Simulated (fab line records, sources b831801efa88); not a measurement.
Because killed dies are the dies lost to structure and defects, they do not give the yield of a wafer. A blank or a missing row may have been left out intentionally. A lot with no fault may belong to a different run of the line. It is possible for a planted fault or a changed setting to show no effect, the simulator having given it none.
Split-lot experiment + flow sfq_line + on a route of 325 steps: 5 lots, 23 wafers read

## ON THE SPLIT
At SFQ_TRILAYER_I6_DEP_PECVD_165 (deposits SiO2 from SiH4/N2O, time 111.11 s, target thk 500 nm), the setting time_s was moved away from the recipe's 111.11 s on 7 of the 23 wafers read, by -10.8% to -4.9%. For the rest of the wafers, this setting stayed at what the recipe calls for.

The reading is taken at the split's own step.

## THE READING
SiO2_of_TRILAYER_I6_DEP_PECVD_165.thk_nm (the simulator's own value, which no gauge read), in nm, at SFQ_TRILAYER_I6_DEP_PECVD_165 (deposits SiO2 from SiH4/N2O, time 111.11 s, target thk 500 nm). The file gives no usual value for it. Here, 16 wafers ran the recipe; their average is 500.3 nm with a standard deviation of 7 nm.

| wafer  | tool, chamber at the split | time_s as run, s | against the recipe | SiO2_of_TRILAYER_I6_DEP_PECVD_165.thk_nm, nm | against lot-mates on the recipe |
|--------|----------------------------|------------------|--------------------|----------------------------------------------|---------------------------------|
| L074.1 | pecvd-01, 0                | 111.11           | recipe             | 490.8                                        | -                               |
| L074.3 | pecvd-01, 0                | 111.11           | recipe             | 496.5                                        | -                               |
| L074.4 | pecvd-01, 1                | 111.11           | recipe             | 506.4                                        | -                               |
| L077.1 | pecvd-02, 2                | 102.9            | -7.4%              | 454.4                                        | -45.6                           |
| L077.2 | pecvd-02, 1                | 102.9            | -7.4%              | 458.3                                        | -41.6                           |
| L077.3 | pecvd-02, 0                | 102.9            | -7.4%              | 454.9                                        | -45.1                           |
| L077.5 | pecvd-02, 1                | 111.11           | recipe             | 496.2                                        | -                               |
| L077.6 | pecvd-02, 0                | 111.11           | recipe             | 503.7                                        | -                               |
| L079.1 | pecvd-04, 2                | 111.11           | recipe             | 503.4                                        | -                               |
| L079.2 | pecvd-04, 0                | 99.07            | -10.8%             | 443.4                                        | -64.4                           |
| L079.4 | pecvd-04, 1                | 99.07            | -10.8%             | 450.6                                        | -57.2                           |
| L079.5 | pecvd-04, 2                | 111.11           | recipe             | 509                                          | -                               |
| L079.6 | pecvd-04, 0                | 111.11           | recipe             | 511.1                                        | -                               |
| L080.1 | pecvd-01, 2                | 111.11           | recipe             | 485.4                                        | -                               |
| L080.2 | pecvd-01, 0                | 111.11           | recipe             | 490                                          | -                               |
| L080.4 | pecvd-01, 2                | 111.11           | recipe             | 499.4                                        | -                               |
| L080.5 | pecvd-01, 0                | 111.11           | recipe             | 501.2                                        | -                               |
| L080.6 | pecvd-01, 2                | 111.11           | recipe             | 500.6                                        | -                               |
| L083.1 | pecvd-04, 2                | 111.11           | recipe             | 498                                          | -                               |
| L083.2 | pecvd-04, 1                | 111.11           | recipe             | 505                                          | -                               |
| L083.3 | pecvd-04, 0                | 105.7            | -4.9%              | 477                                          | -26.8                           |
| L083.4 | pecvd-04, 0                | 105.7            | -4.9%              | 481.4                                        | -22.4                           |
| L083.6 | pecvd-04, 2                | 111.11           | recipe             | 508.3                                        | -                               |

THE FIT
A straight line over all 23 wafers: SiO2_of_TRILAYER_I6_DEP_PECVD_165.thk_nm changes by +5.26 nm for each +1% of time_s; r = +0.95; the points scatter about the line by 6.9 nm.
The same after taking each lot's own level away (the mean of its wafers on the recipe; 23 wafers): +5.69 nm for each +1%; r = +0.98; scatter 5 nm.
The reading moves by 62 nm for the largest change in time_s, on that fit.
Measured against the standard deviation above, the lots' own levels, which go from 495.32 to 507.83 nm, span 1.8 times it.
Consequently the slope shifts little with the lot-to-lot level, the two slopes agreeing.
Check: with one of the wafers moved furthest among these (-10.8%) left out of the fit, the line predicts -60.6 nm for it against its lot-mates. It came out at -64.4 nm against them.

## FURTHER SPLITS ON THESE WAFERS
These wafers also went through other splits before the reading. Each is held against what the fit with the lots' levels taken away leaves over:
| other split on the same wafers          | wafers away from the commonest value | r with SiO2_of_TRILAYER_I6_DEP_PECVD_165.thk_nm (lot level and that fit taken away) |
|-----------------------------------------|--------------------------------------|-------------------------------------------------------------------------------------|
| SFQ_TRILAYER_M6_LITHO_COAT_164 spin_rpm | 10                                   | +0.03                                                                               |

## THE WHOLE CHAIN: every reading that the file lists as answering this split, in the file's order
| step                          | what it does                                                  | reading                                                                                   | change (the file's fit)              | r (the file's) |
|-------------------------------|---------------------------------------------------------------|-------------------------------------------------------------------------------------------|--------------------------------------|----------------|
| SFQ_TRILAYER_I6_DEP_PECVD_165 | deposits SiO2 from SiH4/N2O, time 111.11 s, target thk 500 nm | SiO2_of_TRILAYER_I6_DEP_PECVD_165.thk_nm (the simulator's own value, which no gauge read) | +5.64 nm for each +1% of the setting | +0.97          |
| SFQ_TRILAYER_I6_CMP_CMP_166   | polishes SiO2                                                 | time_to_endpoint_s                                                                        | withheld for each +1% of the setting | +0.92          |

## FILE'S OWN FIT
SiO2_of_TRILAYER_I6_DEP_PECVD_165.thk_nm changes by +5.64 nm for each +1% of time_s, r = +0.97.
